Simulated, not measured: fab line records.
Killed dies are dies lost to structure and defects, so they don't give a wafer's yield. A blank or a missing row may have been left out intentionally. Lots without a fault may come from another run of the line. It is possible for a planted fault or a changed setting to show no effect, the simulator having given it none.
fab line records ; flow sky130
[record] lots = 6; wafers = 18; last_day = 50
route steps=708 shown CONTACT@412 PAD_OPEN@708
lots that met no fault: taken from a fault-free run of the same line
start_h: hours from the record's opening day to when the first of the lot's shown wafers began ; wait_h: hours since the lot's step before ; " as in the row above ; L1.1+2: one row covering several wafers at once ; - no value, or no start given ; * or withheld: withheld ; < > ~ a bound
route shown NAME@n: a module of which the file shows steps, and the number in the route of the first ; usual: average and standard deviation across the fault-free wafers ; same: alike in all rows ; chamber/n: place in a boat ; sites: the reading at each site ; _std_site: how widely they spread, as a standard deviation ; _edge_site: mean of outer sites minus mean of inner sites ; radius_mm: for every site, how far away it sits from the centre of the wafer ; mask NAME#n: copy n ; behind: tool/chamber where the wafer was last shaped ; hold: the reason the lot was held/the length of the hold in hours/how it ended ; device: the transistor (n, p or np) that didn't switch ; end of line: the tests these same wafers got at the end of their route ; a step without rows: its recipe alone ; killed: dies lost to structure and defects at the first sort, not the wafer's yield ; map: a wafer's dies, x killed, . not, _ none there
set.NAME: setting as actually run; set.NAME@STEP: the setting as run at that earlier step ; model.NAME: the simulator's own value behind a step, which no gauge read
certain route steps with their lots: each step a table, each wafer a row
services: a tool's chamber out of use, with start hour (start_h, from the record's first day; less than 0 if before it), hours out, and reason
[[steps]]
[step SKY_CONTACT_DEHYDRATE_06]
[recipe] temp_c = 200; time_s = 60
[step SKY_CONTACT_HMDS_07]
[recipe] prime_time_s = 60; prime_temp_c = 120
[step SKY_CONTACT_COAT_08]
[recipe] resist = BARC; temp_c = withheld; time_s = withheld; spin_rpm = 3000; resist_thk_nm = 60
[step SKY_CONTACT_COAT_09]
[recipe] resist = KrF-thick; spin_rpm = 3000; resist_thk_nm = 450
[step SKY_CONTACT_SOFTBAKE_10]
[recipe] temp_c = 100; time_s = 90; resist = KrF-thick
[step SKY_CONTACT_EXPOSE_11]
[recipe] mask_id = CTM1; na = 0.8; source_shape = annular; sigma_inner = 0.55; sigma_outer = 0.85; target_cd_nm = 170; dose_mj = 38
[step SKY_CONTACT_PEB_12]
[recipe] peb_temp_c = withheld; peb_time_s = withheld; resist = KrF-thick
[step SKY_CONTACT_DEVELOP_13]
[recipe] develop_time_s = 60; resist = KrF-thick; dev_temp_c = 21
[step SKY_CONTACT_CD_MEAS_14]
[recipe] target_cd_nm = 170
[usual] cd_nm = 170.4/1.7
lot.wafer;tool;chamber;start_h;wait_h;cd_nm
L371.2;cd_sem-02;-;758.46;-;168.6
L371.3;cd_sem-02;-;758.46;-;168.6
L371.5;cd_sem-02;-;758.46;-;168.2
L372.1;cd_sem-01;-;768.93;-;170.9
L372.3;cd_sem-01;-;768.93;-;172.5
L372.5;cd_sem-01;-;768.93;-;171.4
L375.3;cd_sem-02;-;793.67;-;171.1
L375.4;cd_sem-02;-;793.67;-;172.4
L375.5;cd_sem-02;-;793.67;-;172.0
L383.2;cd_sem-01;-;851.70;-;172.3
L383.4;cd_sem-01;-;851.70;-;173.5
L383.5;cd_sem-01;-;851.70;-;171.8
L389.1;cd_sem-02;-;898.39;-;169.6
L389.2;cd_sem-02;-;898.39;-;168.3
L389.3;cd_sem-02;-;898.39;-;166.3
L390.1;cd_sem-02;-;905.39;-;169.2
L390.3;cd_sem-02;-;905.39;-;168.4
L390.5;cd_sem-02;-;905.39;-;169.0
[step SKY_CONTACT_OVL_MEAS_15]
[usual] CONTACT_OVL = 0/5.4
lot.wafer;tool;chamber;start_h;wait_h;CONTACT_OVL[nm]
L371.2;overlay-02;-;758.56;0.1;7
L371.3;overlay-02;-;758.56;0.1;8
L371.5;overlay-02;-;758.56;0.1;4
L372.1;overlay-02;-;769.05;0.1;2
L372.3;overlay-02;-;769.05;0.1;5
L372.5;overlay-02;-;769.05;0.1;6
L375.3;overlay-02;-;793.77;0.1;6
L375.4;overlay-02;-;793.77;0.1;8
L375.5;overlay-02;-;793.77;0.1;1
L383.2;overlay-02;-;851.81;0.1;3
L383.4;overlay-02;-;851.81;0.1;-4
L383.5;overlay-02;-;851.81;0.1;-1
L389.1;overlay-02;-;898.51;0.1;4
L389.2;overlay-02;-;898.51;0.1;5
L389.3;overlay-02;-;898.51;0.1;-2
L390.1;overlay-02;-;905.51;0.1;1
L390.3;overlay-02;-;905.51;0.1;0
L390.5;overlay-02;-;905.51;0.1;-7
[step SKY_CONTACT_ETCH_16]
[recipe] chemistry = N2/H2; target = BARC; ion_energy_ev = 200; source_w = 500; bias_w = 100; pressure_mtorr = 30; n2_flow_sccm = 100; h2_flow_sccm = 200; stop_on = SiO2; time_s = 45.9; target_depth_a = 600
[usual] bias_w = 100.0/0.3; chamber_pressure_mTorr = 30.003/0.026; drypump_motor_current_A = 5.6/0.52; oes_product_au = 0.854/0.0048; rf_fwd_power_W = 495.0/2.1; throttle_valve_pct = 13.223/0.01
lot.wafer;tool;chamber;start_h;wait_h;bias_w;chamber_pressure_mTorr;drypump_motor_current_A;oes_product_au;rf_fwd_power_W;rf_hours_counter_h;throttle_valve_pct
L371.2;rie_diel-03;3;758.59;0.0;100.0;30.013;4.8;0.854;493.8;16;13.230
L371.3;rie_diel-03;0;758.59;0.0;100.0;29.970;6.1;0.862;495.7;7;13.224
L371.5;rie_diel-03;1;758.59;0.0;100.1;30.034;5.8;0.843;494.5;-;13.211
L372.1;rie_diel-03;1;769.09;0.0;99.9;29.987;5.8;0.861;492.7;10;13.218
L372.3;rie_diel-03;0;769.09;0.0;99.6;30.034;6.1;0.852;498.2;7;13.229
L372.5;rie_diel-03;1;769.09;0.0;100.1;29.997;5.8;0.862;493.3;-;13.213
L375.3;rie_diel-02;1;793.79;0.0;100.0;29.988;5.3;0.850;496.2;9;13.249
L375.4;rie_diel-02;2;793.79;0.0;100.5;30.003;5.7;0.853;494.8;16;13.234
L375.5;rie_diel-02;0;793.79;0.0;99.9;30.035;5.6;0.854;495.3;-;13.223
L383.2;rie_diel-01;3;851.84;0.0;100.2;30.024;5.8;0.851;496.8;9;13.212
L383.4;rie_diel-01;2;851.84;0.0;100.0;30.040;4.8;0.851;491.2;22;13.227
L383.5;rie_diel-01;1;851.84;0.0;99.8;30.017;6.4;0.850;495.1;-;13.219
L389.1;rie_diel-01;0;898.55;0.0;99.9;30.005;4.9;0.850;488.6;24;13.217
L389.2;rie_diel-01;2;898.55;0.0;100.2;30.011;4.7;0.855;496.8;24;13.219
L389.3;rie_diel-01;3;898.55;0.0;100.2;30.002;5.7;0.858;496.7;11;13.238
L390.1;rie_diel-01;2;905.55;0.0;99.9;30.037;4.8;0.844;495.4;24;13.238
L390.3;rie_diel-01;1;905.55;0.0;100.1;29.985;6.4;0.845;496.9;28;13.209
L390.5;rie_diel-01;0;905.55;0.0;100.6;29.997;4.9;0.853;491.2;-;13.241
[step SKY_CONTACT_ETCH_17]
[recipe] target = SiO2; chemistry = C4F8/O2/Ar; stop_on = Si3N4; mask_material = KrF-thick; source_w = 1500; bias_w = 1200; pressure_mtorr = 40; c4f8_flow_sccm = withheld; O2_flow_sccm = 6; Ar_flow_sccm = 300; time_s = withheld; target_depth_a = 3400
[usual] bias_w = 1200/3.4; chamber_pressure_mTorr = 40.00/0.032; oes_product_au = 0.892/0.0048; rf_fwd_power_W = 1488/6
lot.wafer;tool;chamber;start_h;wait_h;bias_w;chamber_pressure_mTorr;oes_product_au;rf_fwd_power_W
L371.2;rie_diel-03;3;758.64;0.0;1204;40.02;0.888;1479
L371.3;rie_diel-03;0;758.64;0.0;1204;40.02;0.891;1483
L371.5;rie_diel-03;1;758.64;0.0;1202;40.01;0.887;1491
L372.1;rie_diel-03;1;769.13;0.0;1199;39.96;0.887;1481
L372.3;rie_diel-03;0;769.13;0.0;1203;39.96;0.891;1497
L372.5;rie_diel-03;1;769.13;0.0;1203;39.98;0.884;1481
L375.3;rie_diel-02;1;793.83;0.0;1197;39.98;0.898;1493
L375.4;rie_diel-02;2;793.83;0.0;1198;40.04;0.895;1487
L375.5;rie_diel-02;0;793.83;0.0;1197;40.04;0.883;1477
L383.2;rie_diel-01;3;851.88;0.0;1195;40.01;0.888;1503
L383.4;rie_diel-01;2;851.88;0.0;1197;39.99;0.888;1486
L383.5;rie_diel-01;1;851.88;0.0;1203;40.07;0.892;1492
L389.1;rie_diel-01;0;898.59;0.0;1197;40.01;0.897;1479
L389.2;rie_diel-01;2;898.59;0.0;1200;40.00;0.895;1486
L389.3;rie_diel-01;3;898.59;0.0;1201;39.95;0.890;1486
L390.1;rie_diel-01;2;905.59;0.0;1205;39.94;0.897;1497
L390.3;rie_diel-01;1;905.59;0.0;1194;40.02;0.885;1496
L390.5;rie_diel-01;0;905.59;0.0;1200;40.03;0.888;1479
[step SKY_CONTACT_ETCH_18]
[recipe] target = Si3N4; chemistry = CHF3/O2; stop_on = TiN; source_w = 600; bias_w = 200; pressure_mtorr = 40; chf3_flow_sccm = 50; O2_flow_sccm = 5; time_s = 39; target_depth_a = 750
[usual] bias_w = 200.0/0.56; chamber_pressure_mTorr = 40.00/0.034; drypump_motor_current_A = 5.6/0.52; oes_product_au = 0.854/0.0073; rf_fwd_power_W = 593.1/2.7; throttle_valve_pct = 8.795/0.0096
lot.wafer;tool;chamber;start_h;wait_h;bias_w;chamber_pressure_mTorr;drypump_motor_current_A;oes_product_au;rf_fwd_power_W;rf_hours_counter_h;throttle_valve_pct;model.KrF-thick_of_CONTACT_COAT_09.thk_nm
L371.2;rie_diel-03;3;758;-;200.5;39.96;4.7;0.858;589.5;16;8.796;240.5
L371.3;rie_diel-03;0;758;-;200.9;40.01;6.0;0.856;593.0;7;8.797;241.8
L371.5;rie_diel-03;1;758;-;199.7;39.95;5.8;0.865;591.7;-;8.804;243.5
L372.1;rie_diel-03;1;769;-;200.0;40.10;5.8;0.866;591.6;10;8.815;242.9
L372.3;rie_diel-03;0;769;-;198.5;39.99;6.1;0.855;592.9;7;8.784;239.8
L372.5;rie_diel-03;1;769;-;200.3;39.99;5.8;0.863;594.4;-;8.784;243.7
L375.3;rie_diel-02;1;793;-;199.5;39.96;5.2;0.838;599.2;9;8.798;242
L375.4;rie_diel-02;2;793;-;199.7;40.01;5.7;0.849;592.6;16;8.801;239.9
L375.5;rie_diel-02;0;793;-;200.0;39.97;5.6;0.852;592.2;-;8.797;242.1
L383.2;rie_diel-01;3;851;-;200.5;39.97;5.7;0.853;598.3;9;8.805;244.4
L383.4;rie_diel-01;2;851;-;201.1;39.96;4.7;0.853;595.0;22;8.796;244.2
L383.5;rie_diel-01;1;851;-;199.2;39.98;6.4;0.846;592.7;-;8.783;247.5
L389.1;rie_diel-01;0;898;-;199.5;40.05;4.9;0.844;585.3;24;8.783;246.1
L389.2;rie_diel-01;2;898;-;200.3;40.05;4.8;0.850;594.2;24;8.787;264.2
L389.3;rie_diel-01;3;898;-;200.5;39.95;5.8;0.839;596.8;11;8.790;266.6
L390.1;rie_diel-01;2;905;-;199.4;39.96;4.7;0.847;596.9;24;8.796;241.7
L390.3;rie_diel-01;1;905;-;200.5;40.05;6.4;0.848;594.2;28;8.783;262.7
L390.5;rie_diel-01;0;905;-;200.9;39.99;4.9;0.856;591.0;-;8.792;244
[step SKY_CONTACT_STRIP_19]
[recipe] chemistry = O2/N2; power_w = 1400; pressure_mtorr = 1500; platen_temp_c = withheld; o2_flow_sccm = 3000; n2_flow_sccm = 300; overash_fraction = 0.5
[usual] chamber_pressure_mTorr = 1500/3.2; drypump_motor_current_A = 5.4/0.42; o2_flow_sccm = 3000/8.6; oes_product_au = 0.381/0.0041; strip_time_to_endpoint_s = 3.613/0.024
lot.wafer;tool;chamber;start_h;wait_h;chamber_pressure_mTorr;drypump_motor_current_A;o2_flow_sccm;oes_product_au;rf_hours_counter_h;strip_time_to_endpoint_s
L371.2;plasma_asher-01;1;758.73;-;1498;5.3;2998;0.380;61;3.591
L371.3;plasma_asher-01;0;758.73;-;1501;5.2;3000;0.382;-;3.595
L371.5;plasma_asher-01;0;758.73;-;1498;5.2;2993;0.383;-;3.614
L372.1;plasma_asher-03;1;769.22;-;1501;5.9;2988;0.383;3;3.604
L372.3;plasma_asher-03;0;769.22;-;1500;6.5;2989;0.381;-;3.571
L372.5;plasma_asher-03;1;769.22;-;1502;5.9;2984;0.388;-;3.619
L375.3;plasma_asher-03;0;793.96;-;1498;6.5;2990;0.380;-;3.603
L375.4;plasma_asher-03;1;793.96;-;1500;5.9;2991;0.382;-;3.575
L375.5;plasma_asher-03;0;793.96;-;1535;6.5;2994;0.385;-;3.604
L383.2;plasma_asher-03;0;851.97;-;1502;6.5;2998;0.375;11;3.625
L383.4;plasma_asher-03;1;851.97;-;1496;5.9;2989;0.374;-;3.618
L383.5;plasma_asher-03;0;851.97;-;1500;6.5;2999;0.381;-;3.644
L389.1;plasma_asher-03;1;898.68;-;1502;5.9;3022;0.381;16;3.663
L389.2;plasma_asher-03;0;898.68;-;1499;6.5;2996;0.395;16;3.833
L389.3;plasma_asher-03;0;898.68;-;1502;6.5;2997;0.390;-;3.852
L390.1;plasma_asher-01;0;905.68;-;1499;5.2;3008;0.381;75;3.600
L390.3;plasma_asher-01;0;905.68;-;1499;5.2;3003;0.396;-;3.815
L390.5;plasma_asher-01;1;905.68;-;1499;5.3;2979;0.381;-;3.637
[step SKY_CONTACT_STRIP_20]
[recipe] chemistry = post_etch_residue_remover; time_s = 1200; temp_c = 72.5
[step SKY_PAD_OPEN_PROBE_99]
[usual] killed_at_M0_to_M3 = 44/7; killed_at_M4_up = 3.2/1.8; killed_at_contacts = 24/5.1; killed_at_front_end = 15/4.3; killed_at_other = 0.3/0.5; killed_dies = 86/9.6; killed_on_rim = 17/4.1; killed_open = 48/7.1; killed_short = 38/6.7
[same] gross_dies = 492; killed_at_back_side = 0
lot.wafer;tool;chamber;start_h;wait_h;killed_at_M0_to_M3;killed_at_M4_up;killed_at_contacts;killed_at_front_end;killed_at_other;killed_dies;killed_on_rim;killed_open;killed_short;model.etest.mcon_chain.rc_ohm
L371.2;prober-02;-;1093.07;0.1;56;0;21;12;0;89;21;49;40;16.59
L371.3;prober-02;-;1093.12;0.2;39;1;13;8;0;61;17;30;31;17.01
L371.5;prober-02;-;1093.22;0.2;58;2;24;16;1;101;23;63;38;16.73
L372.1;prober-01;-;1101.88;0.1;42;3;24;12;0;81;15;44;37;17.11
L372.3;prober-01;-;1101.98;0.2;41;3;27;17;0;88;20;51;37;16.98
L372.5;prober-01;-;1102.08;0.2;38;0;22;24;0;84;18;46;38;16.27
L375.3;prober-02;-;1121.26;0.2;43;6;24;18;1;92;14;53;39;16.16
L375.4;prober-02;-;1121.31;0.2;46;2;19;17;0;84;13;50;34;15.9
L375.5;prober-02;-;1121.36;0.2;40;3;37;17;0;97;14;52;45;16.82
L383.2;prober-01;-;1162.81;0.1;33;5;17;11;0;66;6;32;34;15.97
L383.4;prober-01;-;1162.91;0.2;39;2;24;18;0;83;15;47;36;16.55
L383.5;prober-01;-;1162.96;0.2;38;5;24;15;0;82;10;51;31;16.57
L389.1;prober-02;-;1193.20;0.1;43;3;31;10;0;87;17;50;36;16.42
L389.2;prober-02;-;1193.25;0.1;51;3;153;17;1;225;35;47;51;25.14
L389.3;prober-02;-;1193.30;0.2;53;5;167;12;0;237;59;53;38;25.51
L390.1;prober-01;-;1199.27;0.1;47;2;26;17;0;92;20;48;44;16.65
L390.3;prober-01;-;1199.37;0.2;39;4;151;15;1;210;22;35;52;24.83
L390.5;prober-01;-;1199.47;0.2;55;5;26;9;0;95;19;44;50;16.58
// killed by level:class
L371.2 VIA1:geometric_particle:open=10 CONTACT:geometric_particle:open=10 VIA3:geometric_particle:open=10 METAL2:geometric_particle:short=8 VIA2:geometric_particle:open=7 VIA1:geometric_particle:short=6 CONTACT:geometric_particle:short=5 LI_CONTACT:geometric_particle:short=4
L371.3 VIA1:geometric_particle:open=8 VIA2:geometric_particle:open=8 VIA1:geometric_particle:short=7 CONTACT:geometric_particle:open=4 METAL2:geometric_particle:short=4 POLY_GATE:geometric_particle:short=3 LI_CONTACT:geometric_particle:short=3 LI_CONTACT:geometric_particle:open=3
L371.5 VIA1:geometric_particle:open=13 CONTACT:geometric_particle:open=10 VIA2:geometric_particle:open=9 VIA3:geometric_particle:open=9 VIA1:geometric_particle:short=7 POLY_GATE:geometric_particle:open=6 LI_CONTACT:geometric_particle:open=6 METAL3:geometric_particle:short=6
L372.1 VIA1:geometric_particle:open=11 CONTACT:geometric_particle:open=8 VIA3:geometric_particle:open=7 VIA1:geometric_particle:short=7 LI_CONTACT:geometric_particle:short=6 FIELD_ISO:geometric_particle:short=5 LI_CONTACT:geometric_particle:open=5 VIA2:geometric_particle:open=5
L372.3 VIA1:geometric_particle:open=12 CONTACT:geometric_particle:open=9 VIA2:geometric_particle:open=8 LI_CONTACT:geometric_particle:open=7 LI_CONTACT:geometric_particle:short=6 METAL2:geometric_particle:short=6 FIELD_ISO:geometric_particle:short=4 POLY_GATE:geometric_particle:open=4
L372.5 VIA1:geometric_particle:open=13 FIELD_ISO:geometric_particle:open=7 FIELD_ISO:geometric_particle:short=5 LI_CONTACT:geometric_particle:open=5 LOCAL_INTERCONNECT:geometric_particle:short=5 CONTACT:geometric_particle:open=5 METAL1:geometric_particle:short=5 POLY_GATE:geometric_particle:open=4
L375.3 VIA1:geometric_particle:open=15 CONTACT:geometric_particle:short=8 FIELD_ISO:geometric_particle:short=7 CONTACT:geometric_particle:open=7 FIELD_ISO:geometric_particle:open=6 VIA2:geometric_particle:open=6 LI_CONTACT:geometric_particle:open=6 VIA3:geometric_particle:open=5
L375.4 VIA1:geometric_particle:open=13 METAL2:geometric_particle:short=7 CONTACT:geometric_particle:open=7 VIA3:geometric_particle:open=6 LI_CONTACT:geometric_particle:open=5 VIA1:geometric_particle:short=5 FIELD_ISO:geometric_particle:open=4 POLY_CUT:geometric_particle:open=3
L375.5 CONTACT:geometric_particle:open=14 VIA1:geometric_particle:open=11 LI_CONTACT:geometric_particle:open=9 POLY_GATE:geometric_particle:short=8 VIA2:geometric_particle:open=7 METAL1:geometric_particle:short=6 CONTACT:geometric_particle:short=5 VIA1:geometric_particle:short=5
L383.2 VIA1:geometric_particle:open=6 LOCAL_INTERCONNECT:geometric_particle:short=6 VIA3:geometric_particle:open=6 METAL2:geometric_particle:short=5 VIA2:geometric_particle:open=5 CONTACT:geometric_particle:open=4 CONTACT:geometric_particle:short=4 SPACER:geometric_particle:short=3
L383.4 VIA1:geometric_particle:open=11 CONTACT:geometric_particle:open=8 LI_CONTACT:geometric_particle:open=7 METAL1:geometric_particle:short=6 VIA3:geometric_particle:open=6 POLY_GATE:geometric_particle:open=5 POLY_GATE:geometric_particle:short=5 LOCAL_INTERCONNECT:geometric_particle:short=5
L383.5 LI_CONTACT:geometric_particle:open=12 VIA1:geometric_particle:open=9 METAL1:geometric_particle:short=7 VIA3:geometric_particle:open=6 POLY_GATE:geometric_particle:open=5 CONTACT:geometric_particle:open=5 METAL4:geometric_particle:short=5 METAL1:geometric_particle:open=3
L389.1 CONTACT:geometric_particle:open=15 VIA2:geometric_particle:open=13 LI_CONTACT:geometric_particle:open=6 VIA1:geometric_particle:open=6 METAL2:geometric_particle:short=5 CONTACT:geometric_particle:short=5 VIA2:geometric_particle:short=4 METAL1:geometric_particle:short=3
L389.2 CONTACT:area_etch=125 CONTACT:geometric_particle:open=10 POLY_GATE:geometric_particle:open=8 VIA1:geometric_particle:short=7 VIA1:geometric_particle:open=7 METAL2:geometric_particle:short=7 CONTACT:geometric_particle:short=6 VIA2:geometric_particle:open=6
L389.3 CONTACT:area_etch=146 VIA1:geometric_particle:open=13 VIA2:geometric_particle:open=11 CONTACT:geometric_particle:open=10 METAL2:geometric_particle:short=6 VIA2:geometric_particle:short=6 VIA3:geometric_particle:open=6 FIELD_ISO:geometric_particle:short=5
L390.1 CONTACT:geometric_particle:open=10 VIA1:geometric_particle:open=10 VIA3:geometric_particle:open=8 POLY_GATE:geometric_particle:short=7 VIA2:geometric_particle:open=6 CONTACT:geometric_particle:short=6 FIELD_ISO:geometric_particle:short=4 FIELD_ISO:geometric_particle:open=4
L390.3 CONTACT:area_etch=122 METAL1:geometric_particle:short=12 CONTACT:geometric_particle:open=11 VIA1:geometric_particle:open=8 LI_CONTACT:geometric_particle:open=7 METAL2:geometric_particle:short=5 FIELD_ISO:geometric_particle:short=4 POLY_GATE:geometric_particle:short=4
L390.5 CONTACT:geometric_particle:open=8 VIA3:geometric_particle:open=8 CONTACT:geometric_particle:short=7 VIA1:geometric_particle:open=7 METAL2:geometric_particle:short=7 VIA2:geometric_particle:open=7 LI_CONTACT:geometric_particle:open=6 METAL3:geometric_particle:short=6
// map L389.3 (x killed, . not)
__________xx..x.x..._________
________x.x.x.x..x..x._______
______.x..x........x.xx._____
_____xx...xx...x.x....xxx____
____xxx......x...x....x...___
___..x...x.......x.....x.x.__
__.x....x.x.x...x.x...xxxx.._
_x....xx....x.x......xxx..x.x
_xx.x.x..x..xxxx...x...xx...x
_xx.x..x...x........x....xxxx
_xxxx.xxxxx..xx...x..x.x.x.xx
_xx.x.x...x..x.x....xxxx.xxxx
_.x.xxx.x..x..x.....x.x.x..xx
_xxxxx.x.x.....x....x.x...xx.
_x.....xxx....x........x.x...
__x.xx.x...x...xx..xxxxx.xx._
___x.x...x.x.xxxxxx..x..x..__
____.xx.xx.xxxxx.xx..x.xxx___
_____xxxxxxxxxxxxxxx.xx..____
______x.xxxxxxxxxxxx.xxx_____
________.xxxxxxxxx.xxx_______
__________xxxxxxxxxx_________
// map L390.3 (x killed, . not)
__________.........._________
________.x.x..x..x...x_______
______.x..xx.x.........x_____
_____xx.x...x.....x......____
____.xx.xxxxxxx....x.....x___
___...xxx.x.x.xxxxxxx.x....__
__.....xxx...xxxxxxxxxx....._
_.xx...xx..xxxxxxxxxxx.......
_.....xxx.xxxxxxxxx.xx.......
_.xx.xxx.x.xxxxxxxxxx........
_....xxx.xxxxxxxxxx..........
_.xx.xxxxxxxxxxx.x.x...x.....
_...x.xxxxxxxxxxxx......xx...
_...xx.xxxxxxxxxx.....x......
_.....xxxxxxx.xx.x.........x.
__........x.x....x.xx.x....._
___.x.x...x..xxxxxx.xxx....__
____.x.x.......xxxx..x.xx.___
_____x..x..x..x........xx____
______...x.x..x...xxxx.x_____
________x............x_______
__________......x.x._________
[[services]]
tool;chamber;start_h;hours;kind
plasma_asher-03;0;742.75;-;clean
plasma_asher-03;1;742.75;-;clean
rie_diel-02;1;758.26;6.6;repair
rie_diel-02;-;784.98;0.4;repair
rie_diel-02;-;788.67;2.8;pm
rie_diel-03;1;814.68;3.0;repair
rie_diel-01;3;820.67;13.5;repair
rie_diel-03;3;828.33;6.8;repair
rie_diel-03;1;849.83;11.1;repair
plasma_asher-03;-;859.04;0.6;repair
plasma_asher-01;-;893.25;1.5;repair
plasma_asher-01;-;899.03;1.9;repair
rie_diel-03;-;899.05;14.6;pm
[[key]]
[first_sign] step = SKY_CONTACT_STRIP_19; reading = strip_time_to_endpoint_s; direction = up; sigmas = 9; usual = *; struck = *
[effect] step = SKY_CONTACT_STRIP_19; reading = oes_product_au; direction = up; sigmas = 3.1; usual = 0.381; struck = 0.394
[effect] step = SKY_PAD_OPEN_PROBE_99; reading = killed_at_contacts; direction = up; sigmas = 26; usual = 24; struck = 157
[model_effect] step = SKY_CONTACT_ETCH_18; value = KrF-thick_of_CONTACT_COAT_09.thk_nm; without = 245.3; struck = 264.5
[model_effect] step = SKY_PAD_OPEN_PROBE_99; value = etest.mcon_chain.rc_ohm; without = 16.61; struck = 25.16
[more_kills_born_at] SKY_CONTACT_ETCH_18@rie_diel-01 = 393
met_at SKY_CONTACT_ETCH_18
struck_wafers L389.2,L389.3,L390.3
tester_left_out L389,L390
onset_between 851 898
[fault] kind = process_parameter_drift; tool = rie_diel-01; chamber = -; onset_h = 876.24; steps = SKY_CONTACT_ETCH_18; channel = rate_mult; offset = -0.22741; shape = step; end_h = 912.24; scope = struck_wafers_only
// tester_left_out: of these lots the tester's yield and bins aren't shown, on N5 and GAA mostly nor the transistor test; their killed dies are dies lost to structure and defects alone, not to doping, threshold or leakage, so they don't give the yield
